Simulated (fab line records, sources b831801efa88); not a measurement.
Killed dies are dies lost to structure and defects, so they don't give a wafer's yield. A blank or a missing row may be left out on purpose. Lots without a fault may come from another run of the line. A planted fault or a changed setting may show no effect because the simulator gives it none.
fab line records | flow gf180mcu
record lots=5 wafers=15 last_day=32
route steps=602 shown POLY_GATE@167 HV_LDD@176
lots that met no fault: from a run of the same line without faults
start_h: hours from the record's first day to the start of the lot's first wafer shown | wait_h: hours since the lot's step before | " the same as in the row above | L1.1+2: a row that stands for several wafers | - no value, or no start given | * or withheld: withheld | < > ~ a bound
route shown NAME@n: a module of which the file shows steps, and the number in the route of the first | usual: mean/standard deviation of fault-free wafers | same: alike in all rows | chamber/n: place in a boat | sites: the reading at each site | _std_site: their standard deviation | _edge_site: outer sites' mean less inner sites' | radius_mm: how far each site lies from the wafer's centre | mask NAME#n: copy n | behind: the tool/chamber that last shaped the wafer | hold: why the lot was held/for how many hours/how that ended | device: the transistor (n, p or np) that didn't switch | end of line: the same wafers' tests at the end of the route | a step without rows: its recipe alone | killed: dies lost to structure and defects at the first sort, not the wafer's yield | map: a wafer's dies, x killed, . not, _ none there
set.NAME: the setting as run; set.NAME@STEP: as run at that earlier step | model.NAME: the simulator's own value behind a step, which no gauge read
lots at some steps of the route; a table a step, a row a wafer
services: from which hour (start_h, from the record's first day; less than 0 if before it) a tool's chamber was out of use, for how many hours, and why
## steps
# step GF_POLY_GATE_CD_MEAS_10
# recipe target_cd_nm=280
# usual cd_nm=279.7/1.4
# columns lot.wafer tool chamber start_h wait_h cd_nm
L074.1 cd_sem-01 - 195.49 0.1 278.8
L074.4 " - " " 278.9
L074.5 " - " " 278.9
L076.1 cd_sem-01 - 212.90 0.1 282.1
L076.4 " - " " 280.6
L076.5 " - " " 281.4
L078.3 cd_sem-01 - 224.28 0.1 279.7
L078.4 " - " " 278.6
L078.6 " - " " 278.9
L084.1 cd_sem-01 - 268.45 0.1 280.7
L084.3 " - " " 279.8
L084.5 " - " " 279.2
L087.1 cd_sem-01 - 291.27 0.1 278.5
L087.3 " - " " 278.9
L087.5 " - " " 278.3
# step GF_POLY_GATE_OVL_MEAS_11
# usual POLY_GATE_OVL=4/6.4
# columns lot.wafer tool chamber start_h wait_h POLY_GATE_OVL[nm]
L074.1 overlay-02 - 195.61 0.1 4
L074.4 " - " " 7
L074.5 " - " " -2
L076.1 overlay-01 - 213.02 0.1 -7
L076.4 " - " " 6
L076.5 " - " " -2
L078.3 overlay-01 - 224.37 0.1 4
L078.4 " - " " 4
L078.6 " - " " 7
L084.1 overlay-02 - 268.57 0.1 9
L084.3 " - " " 7
L084.5 " - " " 9
L087.1 overlay-02 - 291.39 0.1 10
L087.3 " - " " 4
L087.5 " - " " 8
# step GF_POLY_GATE_ETCH_12
# recipe chemistry=N2/H2 target_depth_a=withheld overetch_a=withheld time_s=withheld target=BARC ion_energy_ev=200 source_w=500 bias_w=100 pressure_mtorr=30 n2_flow_sccm=100 h2_flow_sccm=200
# usual drypump_motor_current_A=5.7/0.53 n2_flow_sccm=100.0/0.32 oes_product_au=0.736/0.004 throttle_valve_pct=13.215/0.01
# columns lot.wafer tool chamber start_h wait_h drypump_motor_current_A n2_flow_sccm oes_product_au throttle_valve_pct
L074.1 rie_diel-03 0 195.65 0.0 5.2 99.9 0.731 13.207
L074.4 " 3 " " 5.3 99.7 0.742 13.206
L074.5 " 0 " " 5.2 100.3 0.735 13.201
L076.1 rie_diel-01 3 213.05 0.0 4.8 99.7 0.744 13.220
L076.4 " 0 " " 5.8 100.2 0.739 13.203
L076.5 " 2 " " 5.8 99.8 0.742 13.195
L078.3 rie_diel-01 2 224.40 0.0 5.8 100.6 0.738 13.220
L078.4 " 1 " " 6.1 99.6 0.739 13.200
L078.6 " 1 " " 6.1 99.5 0.730 13.228
L084.1 rie_diel-04 1 268.60 0.0 6.5 99.9 0.739 13.208
L084.3 " 2 " " 5.8 100.0 0.732 13.220
L084.5 " 3 " " 5.4 100.4 0.741 13.218
L087.1 rie_diel-04 2 291.42 0.0 5.8 99.6 0.740 13.229
L087.3 " 3 " " 5.4 100.3 0.739 13.207
L087.5 " 1 " " 6.5 100.3 0.737 13.220
# step GF_POLY_GATE_ETCH_13
# recipe target=poly-Si target_depth_nm=198.5 stop_on=SiO2 over_etch_frac=0.403 chemistry=HBr/Cl2 icp_w=400 bias_w=100 pressure_mtorr=10 HBr_flow_sccm=150 Cl2_flow_sccm=50 time_s=69.6
# usual drypump_motor_current_A=5.6/0.44 oes_product_au=0.993/0.0075 throttle_valve_pct=33.685/0.01
# same over_etch_frac=0.403
# columns lot.wafer tool chamber start_h wait_h drypump_motor_current_A oes_product_au rf_hours_counter_h throttle_valve_pct
L074.1 rie_si-01 3 195.70 - 5.2 0.986 37 33.696
L074.4 " 1 " " 5.8 0.995 - 33.684
L074.5 " 3 " " 5.2 0.983 - 33.709
L076.1 rie_si-01 2 213.10 - 5.8 0.982 74 33.678
L076.4 " 3 " " 5.1 1.001 37 33.682
L076.5 " 1 " " 5.8 0.998 - 33.685
L078.3 rie_si-01 2 224.45 - 5.8 0.990 74 33.694
L078.4 " 3 " " 5.2 0.996 37 33.699
L078.6 " 3 " " 5.2 0.992 - 33.681
L084.1 rie_si-02 0 268.65 - 4.8 0.990 0 33.676
L084.3 " 3 " " 6.2 0.994 62 33.683
L084.5 " 3 " " 6.2 1.003 - 33.675
L087.1 rie_si-01 3 291.47 - 5.2 1.002 37 33.700
L087.3 " 1 " " 5.8 0.988 26 33.676
L087.5 " 2 " " 5.8 1.005 - 33.684
# step GF_POLY_GATE_STRIP_14
# recipe chemistry=O2/N2 power_w=1400 pressure_mtorr=1500 platen_temp_c=250 o2_flow_sccm=3000 n2_flow_sccm=300 overash_fraction=0.5
# usual drypump_motor_current_A=5.4/0.38 heater_power_w=346/45 n2_flow_sccm=299.8/0.95 oes_product_au=0.503/0.0048
# columns lot.wafer tool chamber start_h wait_h drypump_motor_current_A heater_power_w n2_flow_sccm oes_product_au rf_hours_counter_h
L074.1 plasma_asher-02 1 195.75 0.0 5.3 315 299.8 0.505 49
L074.4 " 0 " " 5.1 441 301.0 0.497 -
L074.5 " 1 " " 5.3 317 299.7 0.502 -
L076.1 plasma_asher-02 1 213.16 0.0 5.3 313 301.2 0.501 51
L076.4 " 1 " " 5.3 310 299.3 0.502 -
L076.5 " 0 " " 5.1 430 298.8 0.504 -
L078.3 plasma_asher-01 1 224.54 0.1 4.9 323 300.4 0.507 -
L078.4 " 0 " " 5.6 362 300.2 0.500 -
L078.6 " 1 " " 4.9 318 299.7 0.498 -
L084.1 plasma_asher-02 1 268.71 0.0 5.3 309 299.2 0.511 56
L084.3 " 1 " " 5.3 314 298.4 0.495 -
L084.5 " 0 " " 5.1 429 299.7 0.499 -
L087.1 plasma_asher-03 0 291.53 0.0 5.4 290 298.8 0.506 56
L087.3 " 0 " " 5.4 292 298.2 0.509 -
L087.5 " 1 " " 6.1 343 300.1 0.497 -
# step GF_POLY_GATE_CLEAN_15
# recipe chemistry=SC1/SC2 mix=1:4:20 temp_c=70 time_s=150 dry=n2_spin
# columns lot.wafer tool chamber start_h wait_h
L074.1+4+5 wet_bench-01 3 195.85 0.1
L076.1+4+5 wet_bench-01 3 213.26 0.1
L078.3+4+6 wet_bench-02 2 224.60 0.0
L084.1+3+5 wet_bench-02 1 268.81 0.1
L087.1+3+5 wet_bench-02 2 291.63 0.1
# step GF_POLY_GATE_OXIDATION_16
# recipe temp_c=850 ambient=O2 stabilise_s=600 purge_s=300 target_thk_a=40 ox_time_s=899
# usual spike_tc_centre_C=850.1/1.1 zone_power_lower_pct=13.97/0.23
# columns lot.wafer tool chamber start_h wait_h spike_tc_centre_C zone_power_lower_pct
L074.1 furnace-02 0 195.90 0.0 849.5 13.73
L074.4 " 0 " " 849.0 13.84
L074.5 " 0 " " 850.6 13.91
L076.1 furnace-01 0 213.31 0.0 850.6 14.06
L076.4 " 0 " " 850.9 13.78
L076.5 " 0 " " 849.7 13.94
L078.3 furnace-01 0 224.65 0.0 850.6 14.01
L078.4 " 0 " " 851.1 13.86
L078.6 " 0 " " 849.5 13.85
L084.1 furnace-02 0 269.55 0.7 851.7 13.98
L084.3 " 0 " " 849.7 13.76
L084.5 " 0 " " 849.9 13.57
L087.1 furnace-01 0 294.84 3.2 847.8 14.03
L087.3 " 0 " " 849.7 14.17
L087.5 " 0 " " 852.5 13.92
# step GF_POLY_GATE_THK_MEAS_17
# recipe reads=SiO2_of_POLY_GATE_OXIDATION_16
# usual POLY_GATE_OXIDATION_THK=4.04/0.082
# columns lot.wafer tool chamber start_h wait_h POLY_GATE_OXIDATION_THK[nm]
L074.1 film_metro-01 - 197.15 0.0 3.95
L074.4 " - " " 3.99
L074.5 " - " " 3.97
L076.1 film_metro-01 - 214.56 0.0 3.98
L076.4 " - " " 3.98
L076.5 " - " " 4.05
L078.3 film_metro-01 - 225.92 0.0 3.96
L078.4 " - " " 4.00
L078.6 " - " " 3.96
L084.1 film_metro-03 - 270.80 0.0 4.12
L084.3 " - " " 4.12
L084.5 " - " " 4.13
L087.1 film_metro-03 - 296.09 0.0 3.99
L087.3 " - " " 3.95
L087.5 " - " " 3.93
# step GF_POLY_GATE_CD_MEAS_18
# usual cd_nm=279.7/2.5
# columns lot.wafer tool chamber start_h wait_h cd_nm
L074.1 cd_sem-02 - 197.21 0.1 278.5
L074.4 " - " " 282.2
L074.5 " - " " 279.8
L076.1 cd_sem-01 - 214.62 0.1 280.7
L076.4 " - " " 280.5
L076.5 " - " " 280.9
L078.3 cd_sem-02 - 226.02 0.1 280.4
L078.4 " - " " 282.7
L078.6 " - " " 281.6
L084.1 cd_sem-02 - 270.86 0.1 282.2
L084.3 " - " " 280.8
L084.5 " - " " 279.9
L087.1 cd_sem-01 - 296.15 0.1 282.1
L087.3 " - " " 281.8
L087.5 " - " " 278.4
# step GF_HV_LDD_DEHYDRATE_00
# recipe temp_c=200 time_s=60
# usual chill_plate_temp_C=23.01/0.12
# columns lot.wafer tool chamber start_h wait_h chill_plate_temp_C
L074.1 litho_track-01 0 204.80 7.6 22.90
L074.4 " 0 " " 22.89
L074.5 " 0 " " 23.00
L076.1 litho_track-04 0 223.05 8.4 22.95
L076.4 " 0 " " 23.14
L076.5 " 0 " " 23.16
L078.3 litho_track-01 0 234.90 8.9 23.01
L078.4 " 0 " " 23.23
L078.6 " 0 " " 23.15
L084.1 litho_track-01 0 280.50 9.6 23.06
L084.3 " 0 " " 22.91
L084.5 " 0 " " 23.04
L087.1 litho_track-03 0 305.12 8.9 23.21
L087.3 " 0 " " 23.07
L087.5 " 0 " " 23.06
# step GF_HV_LDD_HMDS_01
# recipe prime_time_s=60 prime_temp_c=120
# usual chill_plate_temp_C=23.01/0.1
# columns lot.wafer tool chamber start_h wait_h chill_plate_temp_C
L074.1 litho_track-01 0 204.95 0.1 22.89
L074.4 " 0 " " 23.06
L074.5 " 0 " " 23.14
L076.1 litho_track-04 0 223.20 0.1 22.94
L076.4 " 0 " " 23.06
L076.5 " 0 " " 22.99
L078.3 litho_track-01 0 235.05 0.1 23.09
L078.4 " 0 " " 22.86
L078.6 " 0 " " 23.02
L084.1 litho_track-01 0 280.65 0.1 22.92
L084.3 " 0 " " 23.06
L084.5 " 0 " " 23.07
L087.1 litho_track-03 0 305.27 0.1 22.86
L087.3 " 0 " " 23.00
L087.5 " 0 " " 22.97
# step GF_HV_LDD_COAT_02
# recipe resist=NOVOLAK spin_rpm=3000 resist_thk_nm=1000
# usual chill_plate_temp_C=22.96/0.095 spin_speed_rpm=3000.2/2
# columns lot.wafer tool chamber start_h wait_h chill_plate_temp_C spin_speed_rpm
L074.1 litho_track-01 0 205.10 0.1 23.06 3000.0
L074.4 " 0 " " 23.28 3000.4
L074.5 " 0 " " 23.14 2998.4
L076.1 litho_track-04 0 223.35 0.1 23.02 2999.0
L076.4 " 0 " " 22.95 3002.6
L076.5 " 0 " " 22.99 3001.5
L078.3 litho_track-01 0 235.20 0.1 22.90 3003.2
L078.4 " 0 " " 22.95 3001.4
L078.6 " 0 " " 22.98 2999.9
L084.1 litho_track-01 0 280.80 0.1 22.88 3001.2
L084.3 " 0 " " 22.81 2997.4
L084.5 " 0 " " 22.87 2995.2
L087.1 litho_track-03 0 305.42 0.1 23.03 3001.3
L087.3 " 0 " " 23.15 2999.0
L087.5 " 0 " " 23.10 2999.7
# step GF_HV_LDD_SOFTBAKE_03
# recipe temp_c=90 time_s=60 resist=NOVOLAK
# usual chill_plate_temp_C=23.00/0.1
# columns lot.wafer tool chamber start_h wait_h chill_plate_temp_C
L074.1 litho_track-01 0 205.25 0.1 23.02
L074.4 " 0 " " 23.12
L074.5 " 0 " " 23.23
L076.1 litho_track-04 0 223.50 0.1 23.03
L076.4 " 0 " " 22.96
L076.5 " 0 " " 22.93
L078.3 litho_track-01 0 235.35 0.1 22.93
L078.4 " 0 " " 22.81
L078.6 " 0 " " 22.96
L084.1 litho_track-01 0 280.95 0.1 23.10
L084.3 " 0 " " 22.90
L084.5 " 0 " " 23.06
L087.1 litho_track-03 0 305.57 0.1 22.95
L087.3 " 0 " " 22.95
L087.5 " 0 " " 22.86
# step GF_HV_LDD_EXPOSE_04
# recipe mask_id=Nplus_LV_AREA target_cd_nm=400 na=0.6 source_shape=conventional sigma_outer=0.6 dose_mj=140
# usual exposure_dose_mJ_cm2=139.96/0.14
# columns lot.wafer tool chamber start_h wait_h mask exposure_dose_mJ_cm2
L074.1 iline_stepper-02 0 - - Nplus_LV_AREA#0 140.03
L074.4 " 0 " " Nplus_LV_AREA#0 140.11
L074.5 " 0 " " Nplus_LV_AREA#0 139.99
L076.1 iline_stepper-02 0 - - Nplus_LV_AREA#0 140.20
L076.4 " 0 " " Nplus_LV_AREA#0 140.16
L076.5 " 0 " " Nplus_LV_AREA#0 140.14
L078.3 iline_stepper-02 0 - - Nplus_LV_AREA#0 139.93
L078.4 " 0 " " Nplus_LV_AREA#0 140.06
L078.6 " 0 " " Nplus_LV_AREA#0 140.02
L084.1 iline_stepper-02 0 - - Nplus_LV_AREA#0 139.81
L084.3 " 0 " " Nplus_LV_AREA#0 140.27
L084.5 " 0 " " Nplus_LV_AREA#0 139.89
L087.1 iline_stepper-02 0 - - Nplus_LV_AREA#0 140.16
L087.3 " 0 " " Nplus_LV_AREA#0 139.86
L087.5 " 0 " " Nplus_LV_AREA#0 139.82
# step GF_HV_LDD_PEB_05
# recipe temp_c=withheld time_s=* resist=NOVOLAK
# usual chill_plate_temp_C=*
# columns lot.wafer tool chamber start_h wait_h chill_plate_temp_C
L074.1 litho_track-04 0 - - *
L074.4 " 0 " " *
L074.5 " 0 " " *
L076.1 litho_track-04 0 - - *
L076.4 " 0 " " *
L076.5 " 0 " " *
L078.3 litho_track-03 0 - - *
L078.4 " 0 " " *
L078.6 " 0 " " *
L084.1 litho_track-04 0 - - *
L084.3 " 0 " " *
L084.5 " 0 " " *
L087.1 litho_track-01 0 - - *
L087.3 " 0 " " *
L087.5 " 0 " " *
# step GF_HV_LDD_DEVELOP_06
# recipe develop_time_s=60 dev_temp_c=23
# usual chill_plate_temp_C=22.97/0.1
# same develop_time_s=60
# columns lot.wafer tool chamber start_h wait_h chill_plate_temp_C
L074.1 litho_track-04 0 214.00 0.1 22.94
L074.4 " 0 " " 22.98
L074.5 " 0 " " 22.98
L076.1 litho_track-04 0 232.95 0.1 22.82
L076.4 " 0 " " 23.03
L076.5 " 0 " " 23.01
L078.3 litho_track-03 0 244.67 0.1 22.92
L078.4 " 0 " " 22.86
L078.6 " 0 " " 22.87
L084.1 litho_track-04 0 290.35 0.1 22.95
L084.3 " 0 " " 22.94
L084.5 " 0 " " 23.10
L087.1 litho_track-01 0 315.80 0.1 22.94
L087.3 " 0 " " 23.03
L087.5 " 0 " " 22.87
# step GF_HV_LDD_CD_MEAS_07
# recipe target_cd_nm=400
# usual cd_nm=399.5/2.5
# columns lot.wafer tool chamber start_h wait_h cd_nm
L074.1 cd_sem-01 - 214.15 0.1 395.8
L074.4 " - " " 399.0
L074.5 " - " " 397.7
L076.1 cd_sem-02 - 233.10 0.1 396.7
L076.4 " - " " 397.5
L076.5 " - " " 395.6
L078.3 cd_sem-01 - 244.81 0.1 399.8
L078.4 " - " " 398.0
L078.6 " - " " 400.8
L084.1 cd_sem-02 - 290.50 0.1 401.4
L084.3 " - " " 401.2
L084.5 " - " " 403.0
L087.1 cd_sem-02 - 315.95 0.1 401.1
L087.3 " - " " 402.6
L087.5 " - " " 401.7
# step GF_HV_LDD_OVL_MEAS_08
# usual HV_LDD_OVL=-1.0/1.1
# columns lot.wafer tool chamber start_h wait_h HV_LDD_OVL[nm]
L074.1 overlay-01 - 214.27 0.1 0.9
L074.4 " - " " -2.2
L074.5 " - " " -1.0
L076.1 overlay-01 - 233.22 0.1 -0.5
L076.4 " - " " -2.2
L076.5 " - " " -1.5
L078.3 overlay-01 - 244.90 0.1 -2.4
L078.4 " - " " -1.0
L078.6 " - " " -0.6
L084.1 overlay-01 - 290.62 0.1 -3.4
L084.3 " - " " -3.2
L084.5 " - " " -1.0
L087.1 overlay-02 - 316.07 0.1 -0.7
L087.3 " - " " -1.6
L087.5 " - " " -0.9
# step GF_HV_LDD_IMPLANT_09
# recipe species=As energy_kev=40 dose_cm2=1e+14 tilt_deg=7
# usual beam_on_s=9.99/0.2 end_station_pressure_torr=5.42e-06/3e-07
# columns lot.wafer tool chamber start_h wait_h beam_on_s end_station_pressure_torr
L074.1 implanter-04 0 214.30 0.0 10.29 5.69e-06
L074.4 " 0 " " 10.06 5.37e-06
L074.5 " 0 " " 10.18 5.1e-06
L076.1 implanter-02 0 233.25 0.0 10.03 5.3e-06
L076.4 " 0 " " 10.03 6.14e-06
L076.5 " 0 " " 10.20 5.2e-06
L078.3 implanter-04 0 244.97 0.1 9.93 5.52e-06
L078.4 " 0 " " 9.85 5.24e-06
L078.6 " 0 " " 9.81 5.53e-06
L084.1 implanter-04 0 290.65 0.0 9.95 5.32e-06
L084.3 " 0 " " 9.96 5.49e-06
L084.5 " 0 " " 10.06 5.68e-06
L087.1 implanter-03 0 316.11 0.0 9.67 5.49e-06
L087.3 " 0 " " 10.04 4.77e-06
L087.5 " 0 " " 9.79 5.28e-06
# step GF_HV_LDD_STRIP_10
# recipe chemistry=O2/N2 power_w=1400 pressure_mtorr=1500 platen_temp_c=250 o2_flow_sccm=3000 n2_flow_sccm=300 overash_fraction=0.5
# usual drypump_motor_current_A=5.5/0.31 heater_power_w=346/46 n2_flow_sccm=299.9/0.93 oes_product_au=0.716/0.0047 strip_time_to_endpoint_s=12.63/0.031
# columns lot.wafer tool chamber start_h wait_h drypump_motor_current_A heater_power_w n2_flow_sccm oes_product_au rf_hours_counter_h strip_time_to_endpoint_s
L074.1 plasma_asher-02 1 214.45 0.1 5.3 315 299.3 0.718 51 12.64
L074.4 " 0 " " 5.1 432 301.0 0.720 - 12.70
L074.5 " 1 " " 5.3 314 300.9 0.717 - 12.64
L076.1 plasma_asher-03 1 233.40 0.1 6.1 331 300.2 0.713 49 12.65
L076.4 " 1 " " 6.1 338 299.9 0.716 - 12.64
L076.5 " 1 " " 6.0 338 300.7 0.718 - 12.65
L078.3 plasma_asher-04 0 245.11 0.1 5.7 376 300.9 0.716 - 12.61
L078.4 " 1 " " 5.5 337 299.6 0.711 - 12.60
L078.6 " 0 " " 5.6 384 301.3 0.723 - 12.60
L084.1 plasma_asher-02 1 290.80 0.1 5.3 318 299.5 0.715 58 12.62
L084.3 " 0 " " 5.1 430 300.6 0.717 - 12.59
L084.5 " 1 " " 5.3 307 297.7 0.724 - 12.61
L087.1 plasma_asher-03 0 316.26 0.1 5.4 299 300.2 0.706 58 12.70
L087.3 " 0 " " 5.4 299 299.0 0.714 - 12.66
L087.5 " 0 " " 5.4 298 299.6 0.712 - 12.73
# step GF_HV_LDD_TW_MEAS_11
# usual HV_LDD_TW=2404/25
# columns lot.wafer tool chamber start_h wait_h HV_LDD_TW
L074.1 film_metro-02 - 214.55 0.1 2378
L074.4 " - " " 2389
L074.5 " - " " 2366
L076.1 film_metro-01 - 233.50 0.1 2411
L076.4 " - " " 2394
L076.5 " - " " 2408
L078.3 film_metro-02 - 245.19 0.1 2375
L078.4 " - " " 2367
L078.6 " - " " 2367
L084.1 film_metro-01 - 291.00 0.2 2422
L084.3 " - " " 2413
L084.5 " - " " 2421
L087.1 film_metro-01 - 316.36 0.1 2392
L087.3 " - " " 2408
L087.5 " - " " 2391
# step GF_HV_LDD_DEHYDRATE_12
# recipe temp_c=200 time_s=60
# usual chill_plate_temp_C=22.98/0.1
# columns lot.wafer tool chamber start_h wait_h chill_plate_temp_C
L074.1 litho_track-01 0 222.85 8.3 22.93
L074.4 " 0 " " 22.96
L074.5 " 0 " " 22.87
L076.1 litho_track-03 0 242.52 9.0 23.09
L076.4 " 0 " " 23.10
L076.5 " 0 " " 23.05
L078.3 litho_track-04 0 254.20 9.0 23.03
L078.4 " 0 " " 23.00
L078.6 " 0 " " 22.98
L084.1 litho_track-04 0 300.05 9.0 22.90
L084.3 " 0 " " 22.95
L084.5 " 0 " " 22.93
L087.1 litho_track-01 0 325.90 9.5 22.88
L087.3 " 0 " " 22.85
L087.5 " 0 " " 23.00
# step GF_HV_LDD_HMDS_13
# recipe prime_time_s=60 prime_temp_c=120
# usual chill_plate_temp_C=22.99/0.11
# columns lot.wafer tool chamber start_h wait_h chill_plate_temp_C
L074.1 litho_track-01 0 223.00 0.1 22.76
L074.4 " 0 " " 23.03
L074.5 " 0 " " 22.89
L076.1 litho_track-03 0 242.67 0.1 23.10
L076.4 " 0 " " 23.09
L076.5 " 0 " " 22.86
L078.3 litho_track-04 0 254.35 0.1 23.01
L078.4 " 0 " " 23.04
L078.6 " 0 " " 23.11
L084.1 litho_track-04 0 300.20 0.1 23.01
L084.3 " 0 " " 22.93
L084.5 " 0 " " 22.85
L087.1 litho_track-01 0 326.05 0.1 23.10
L087.3 " 0 " " 23.09
L087.5 " 0 " " 23.11
# step GF_HV_LDD_COAT_14
# recipe resist=NOVOLAK spin_rpm=3000 resist_thk_nm=1000
# usual chill_plate_temp_C=23.00/0.1 spin_speed_rpm=3000.0/2.1
# columns lot.wafer tool chamber start_h wait_h chill_plate_temp_C spin_speed_rpm
L074.1 litho_track-01 0 223.15 0.1 22.99 2996.8
L074.4 " 0 " " 23.00 3000.7
L074.5 " 0 " " 23.01 2999.2
L076.1 litho_track-03 0 242.82 0.1 23.06 3001.3
L076.4 " 0 " " 23.06 3001.9
L076.5 " 0 " " 23.02 2999.9
L078.3 litho_track-04 0 254.50 0.1 22.89 3000.1
L078.4 " 0 " " 23.01 3003.4
L078.6 " 0 " " 22.96 3002.6
L084.1 litho_track-04 0 300.35 0.1 23.19 2999.3
L084.3 " 0 " " 22.97 3002.3
L084.5 " 0 " " 22.94 2999.8
L087.1 litho_track-01 0 326.20 0.1 23.10 3001.8
L087.3 " 0 " " 23.23 3001.1
L087.5 " 0 " " 23.10 3000.0
# step GF_HV_LDD_SOFTBAKE_15
# recipe temp_c=90 time_s=60 resist=NOVOLAK
# usual chill_plate_temp_C=23.00/0.11
# columns lot.wafer tool chamber start_h wait_h chill_plate_temp_C
L074.1 litho_track-01 0 223.30 0.1 23.04
L074.4 " 0 " " 22.97
L074.5 " 0 " " 23.05
L076.1 litho_track-03 0 242.97 0.1 23.14
L076.4 " 0 " " 22.89
L076.5 " 0 " " 22.86
L078.3 litho_track-04 0 254.65 0.1 22.84
L078.4 " 0 " " 22.88
L078.6 " 0 " " 22.88
L084.1 litho_track-04 0 300.50 0.1 23.18
L084.3 " 0 " " 22.94
L084.5 " 0 " " 23.16
L087.1 litho_track-01 0 326.35 0.1 23.05
L087.3 " 0 " " 22.95
L087.5 " 0 " " 23.15
# step GF_HV_LDD_EXPOSE_16
# recipe mask_id=Pplus_LV_AREA target_cd_nm=400 na=0.6 source_shape=conventional sigma_outer=0.6 dose_mj=140
# usual exposure_dose_mJ_cm2=140.01/0.13
# columns lot.wafer tool chamber start_h wait_h mask exposure_dose_mJ_cm2
L074.1 iline_stepper-02 0 - - Pplus_LV_AREA#0 140.03
L074.4 " 0 " " Pplus_LV_AREA#0 140.11
L074.5 " 0 " " Pplus_LV_AREA#0 139.80
L076.1 iline_stepper-02 0 - - Pplus_LV_AREA#0 140.09
L076.4 " 0 " " Pplus_LV_AREA#0 139.86
L076.5 " 0 " " Pplus_LV_AREA#0 139.94
L078.3 iline_stepper-01 0 - - Pplus_LV_AREA#0 140.04
L078.4 " 0 " " Pplus_LV_AREA#0 139.96
L078.6 " 0 " " Pplus_LV_AREA#0 139.94
L084.1 iline_stepper-02 0 - - Pplus_LV_AREA#0 140.28
L084.3 " 0 " " Pplus_LV_AREA#0 140.14
L084.5 " 0 " " Pplus_LV_AREA#0 139.98
L087.1 iline_stepper-01 0 - - Pplus_LV_AREA#0 140.02
L087.3 " 0 " " Pplus_LV_AREA#0 139.83
L087.5 " 0 " " Pplus_LV_AREA#0 140.01
# step GF_HV_LDD_PEB_17
# recipe temp_c=withheld time_s=* resist=NOVOLAK
# usual chill_plate_temp_C=*
# columns lot.wafer tool chamber start_h wait_h chill_plate_temp_C
L074.1 litho_track-03 0 - - *
L074.4 " 0 " " *
L074.5 " 0 " " *
L076.1 litho_track-03 0 - - *
L076.4 " 0 " " *
L076.5 " 0 " " *
L078.3 litho_track-01 0 - - *
L078.4 " 0 " " *
L078.6 " 0 " " *
L084.1 litho_track-04 0 - - *
L084.3 " 0 " " *
L084.5 " 0 " " *
L087.1 litho_track-01 0 - - *
L087.3 " 0 " " *
L087.5 " 0 " " *
# step GF_HV_LDD_DEVELOP_18
# recipe develop_time_s=60 dev_temp_c=23
# usual chill_plate_temp_C=23.00/0.12
# same develop_time_s=60
# columns lot.wafer tool chamber start_h wait_h chill_plate_temp_C
L074.1 litho_track-03 0 232.87 0.1 22.96
L074.4 " 0 " " 22.79
L074.5 " 0 " " 23.00
L076.1 litho_track-03 0 252.17 0.1 22.88
L076.4 " 0 " " 22.95
L076.5 " 0 " " 23.01
L078.3 litho_track-01 0 264.05 0.1 23.22
L078.4 " 0 " " 23.10
L078.6 " 0 " " 22.87
L084.1 litho_track-04 0 310.35 0.1 23.05
L084.3 " 0 " " 23.00
L084.5 " 0 " " 22.89
L087.1 litho_track-01 0 336.75 0.1 23.11
L087.3 " 0 " " 23.07
L087.5 " 0 " " 23.01
# step GF_HV_LDD_CD_MEAS_19
# recipe target_cd_nm=400
# usual cd_nm=400.0/2.3
# columns lot.wafer tool chamber start_h wait_h cd_nm
L074.1 cd_sem-01 - 233.02 0.1 401.2
L074.4 " - " " 401.9
L074.5 " - " " 402.1
L076.1 cd_sem-01 - 252.32 0.1 403.0
L076.4 " - " " 400.3
L076.5 " - " " 398.8
L078.3 cd_sem-01 - 264.19 0.1 394.1
L078.4 " - " " 396.9
L078.6 " - " " 396.8
L084.1 cd_sem-01 - 310.50 0.1 401.7
L084.3 " - " " 400.6
L084.5 " - " " 401.8
L087.1 cd_sem-02 - 336.90 0.1 395.9
L087.3 " - " " 396.7
L087.5 " - " " 395.8
# step GF_HV_LDD_OVL_MEAS_20
# usual HV_LDD_01_OVL=-0.5/1.5
# columns lot.wafer tool chamber start_h wait_h HV_LDD_01_OVL[nm]
L074.1 overlay-01 - 233.14 0.1 -0.2
L074.4 " - " " -2.9
L074.5 " - " " -2.1
L076.1 overlay-02 - 252.44 0.1 -0.6
L076.4 " - " " 1.1
L076.5 " - " " -1.2
L078.3 overlay-01 - 264.28 0.1 0.7
L078.4 " - " " -0.7
L078.6 " - " " 0.3
L084.1 overlay-02 - 310.62 0.1 -0.8
L084.3 " - " " 0.1
L084.5 " - " " -1.1
L087.1 overlay-02 - 337.02 0.1 -1.0
L087.3 " - " " 0.6
L087.5 " - " " 1.9
# step GF_HV_LDD_IMPLANT_21
# recipe species=BF2 energy_kev=25 dose_cm2=5e+13 tilt_deg=7
# usual beam_on_s=9.99/0.19 end_station_pressure_torr=5.22e-06/2.6e-07
# columns lot.wafer tool chamber start_h wait_h beam_on_s end_station_pressure_torr
L074.1 implanter-03 0 233.17 0.0 10.03 5.45e-06
L074.4 " 0 " " 9.83 5.42e-06
L074.5 " 0 " " 9.80 4.99e-06
L076.1 implanter-02 0 252.47 0.0 9.82 5.72e-06
L076.4 " 0 " " 10.09 5.1e-06
L076.5 " 0 " " 10.26 5.4e-06
L078.3 implanter-02 0 264.36 0.1 9.83 5.39e-06
L078.4 " 0 " " 10.02 5.4e-06
L078.6 " 0 " " 10.12 5.26e-06
L084.1 implanter-03 0 310.65 0.0 9.90 5.42e-06
L084.3 " 0 " " 9.81 5.35e-06
L084.5 " 0 " " 10.19 5.58e-06
L087.1 implanter-02 0 337.06 0.0 10.07 5.16e-06
L087.3 " 0 " " 10.17 5.02e-06
L087.5 " 0 " " 10.23 5.09e-06
## services
# columns tool chamber start_h hours kind
rie_diel-03 0 175.93 9.5 repair
rie_si-01 3 198.91 12.1 repair
iline_stepper-01 - 201.32 4.4 pm
rie_diel-01 3 202.18 7.1 repair
implanter-03 - 207.21 2.0 pm
rie_diel-04 0 208.75 4.0 repair
implanter-02 - 215.12 1.7 repair
iline_stepper-01 - 217.07 1.7 pm
iline_stepper-01 - 219.41 10.7 repair
rie_diel-04 0 220.44 2.2 repair
implanter-04 - 226.02 1.2 repair
implanter-04 - 227.98 5.7 repair
iline_stepper-01 - 229.80 22.1 repair
iline_stepper-02 - 251.92 1.7 pm
rie_diel-01 1 256.13 2.1 repair
rie_diel-01 2 256.88 4.2 repair
wet_bench-02 - 258.02 5.8 repair
rie_si-01 2 279.23 1.5 repair
iline_stepper-01 - 284.29 13.7 repair
furnace-02 - 291.15 4.8 pm
rie_diel-01 2 303.09 3.8 repair
rie_diel-04 2 315.13 11.2 repair
implanter-03 - 332.23 4.8 repair
furnace-01 - 332.81 2.8 pm
## key
fault none
